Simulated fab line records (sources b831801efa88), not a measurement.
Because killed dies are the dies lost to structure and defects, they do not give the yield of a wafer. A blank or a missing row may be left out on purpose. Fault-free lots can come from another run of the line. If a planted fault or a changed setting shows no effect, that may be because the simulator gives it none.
Struck lot and sound lot, side by side :: flow sfq_line :: 24 steps out of a route of 325
Sound: the wafers L249.1, L249.2, L249.5. Wafers L262.1, L262.3, L262.6 were the ones struck. Last of all comes the cause.
At each step with rows: each side's tool, then ch and its chambers, then its first start. Under that, the readings that differ: sound wafers :: struck wafers :: difference of the means :: sigmas: that difference in standard deviations of wafers without a fault.
alike: same words and numbers on both sides, and readings whose means sit less than 2 such deviations apart. not compared: any withheld reading, any reading some wafer has no value for, any bound like >300 that may hide the same value, and any number with overlapping values for which the record gives no deviation.
A row with sigmas, a row that says differs or no value, or rows on one side alone: a step with any of these is where the two part. Non-overlapping numbers with no deviation appear without sigmas and do not part them. A reading that every wafer of one side lacks parts them only if that side has two wafers or more.

first, 6 steps without rows for these wafers: SFQ_TRILAYER_I1_VIA_LITHO_COAT_054 (resist thk 62 nm); SFQ_TRILAYER_I1_VIA_LITHO_COAT_049 (resist thk 650 nm); SFQ_TRILAYER_I1_VIA_LITHO_SOFTBAKE_053; SFQ_TRILAYER_I1_VIA_LITHO_EXPOSE_050 (exposes mask I1, target cd 500 nm); SFQ_TRILAYER_I1_VIA_LITHO_PEB_052 (peb time 60 s); SFQ_TRILAYER_I1_VIA_LITHO_DEVELOP_051 (time 60 s).
SFQ_I1_OVL_MEAS_913:
  struck on overlay-01, day 35 01:22; sound on overlay-02, day 12 13:25
  alike: I1_OVL
SFQ_TRILAYER_I1_VIA_BARC_OPEN_VIA_ETCH_071: etches BARC in O2, target depth 125 nm, time 41.7 s.
  sound on rie_diel-02 ch 0,2,3, day 12 13:27; struck on rie_diel-03 ch 0,2, day 35 01:24
  alike: drypump_motor_current_A, oes_product_au
  not compared: rf_hours_counter_h
SFQ_TRILAYER_I1_VIA_ETCH_VIA_ETCH_052: etches SiO2 in CHF3, stops on Nb, target depth 260 nm.
  sound on rie_diel-02 ch 0,2,3, day 12 13:29; struck on rie_diel-03 ch 0,2, day 35 01:26
  alike: drypump_motor_current_A, oes_product_au
SFQ_TRILAYER_I1_VIA_STRIP_STRIP_053: strips in O2.
  sound on rie_metal-04 ch 0,1, day 12 13:37; struck on rie_metal-04 ch 0,1, day 35 01:33
  alike: drypump_motor_current_A, oes_product_au
  not compared: rf_hours_counter_h
then, 2 steps without rows for these wafers: SFQ_TRILAYER_I1_VIA_STRIP_SOLV_CLEAN_054 (cleans in NMP, time 600 s); SFQ_TRILAYER_M2_DEP_PRE_CLEAN_056 (time 22.5 s).
SFQ_TRILAYER_M2_DEP_SPUTTER_055: material Nb, target thk 200 nm, time 133.3 s.
  struck on pvd_sputter-04, day 35 02:37; sound on pvd_sputter-04, day 12 14:25
  alike: throttle_valve_pct
SFQ_M2_RS_MEAS_914: measurement is done with a four-point probe.
  struck on film_metro-02, day 35 02:42; sound on film_metro-04, day 12 14:30
reading: M2_NB_RS (ohm/sq)
sound: 0.901 0.899 0.895
struck: 0.453 0.454 0.454
difference: -0.445
sigmas: -64
then, 6 steps without rows for these wafers: SFQ_TRILAYER_M2_LITHO_COAT_062 (resist thk 62 nm); SFQ_TRILAYER_M2_LITHO_COAT_057 (resist thk 600 nm); SFQ_TRILAYER_M2_LITHO_SOFTBAKE_061; SFQ_TRILAYER_M2_LITHO_EXPOSE_058 (exposes mask M2, target cd 500 nm); SFQ_TRILAYER_M2_LITHO_PEB_060 (peb time 60 s); SFQ_TRILAYER_M2_LITHO_DEVELOP_059 (time 60 s).
SFQ_M2_OVL_MEAS_916:
  struck on overlay-01, day 35 10:14; sound on overlay-01, day 15 23:07
  alike: M2_OVL
SFQ_TRILAYER_M2_BARC_OPEN_METAL_ETCH_077: etches BARC in O2, target depth 125 nm, time 41.7 s.
  sound on rie_metal-02 ch 0,1, day 15 23:09; struck on rie_metal-01 ch 0,1, day 35 10:17
  alike: drypump_motor_current_A, oes_product_au
  not compared: rf_hours_counter_h
SFQ_TRILAYER_M2_ETCH_METAL_ETCH_060: etches Nb in Cl2/Ar, stops on SiO2, target depth 240 nm, time 120 s.
  sound on rie_metal-02 ch 0,1, day 15 23:13; struck on rie_metal-01 ch 0,1, day 35 10:20
reading: oes_product_au (a.u.)
sound: 0.885 0.893 0.891
struck: 0.998 1.005 0.994
difference: +0.109
sigmas: +19

reading: model.etch.depth_nm (nm)
sound: 197.8 198.3 199
struck: 240.1 239 239.2
difference: +41.1
sigmas: 

reading: model.M2.feature_depth_nm (nm)
sound: 197.8 198.3 199
struck: 240.1 239 239.2
difference: +41.1
sigmas: 
  alike: drypump_motor_current_A
  not compared: rf_hours_counter_h
SFQ_TRILAYER_M2_STRIP_STRIP_061: strips in O2.
  sound on rie_metal-02 ch 0,1, day 15 23:20; struck on rie_metal-01 ch 0,1, day 35 10:28
  alike: drypump_motor_current_A, oes_product_au
  not compared: rf_hours_counter_h

== WHERE THEY PART ==
Earliest at SFQ_M2_RS_MEAS_914; latest, in this record, at SFQ_TRILAYER_M2_ETCH_METAL_ETCH_060. Later steps at which nothing parts them and some readings are alike: SFQ_TRILAYER_M2_STRIP_STRIP_061.

WHY: whatever the simulator had introduced
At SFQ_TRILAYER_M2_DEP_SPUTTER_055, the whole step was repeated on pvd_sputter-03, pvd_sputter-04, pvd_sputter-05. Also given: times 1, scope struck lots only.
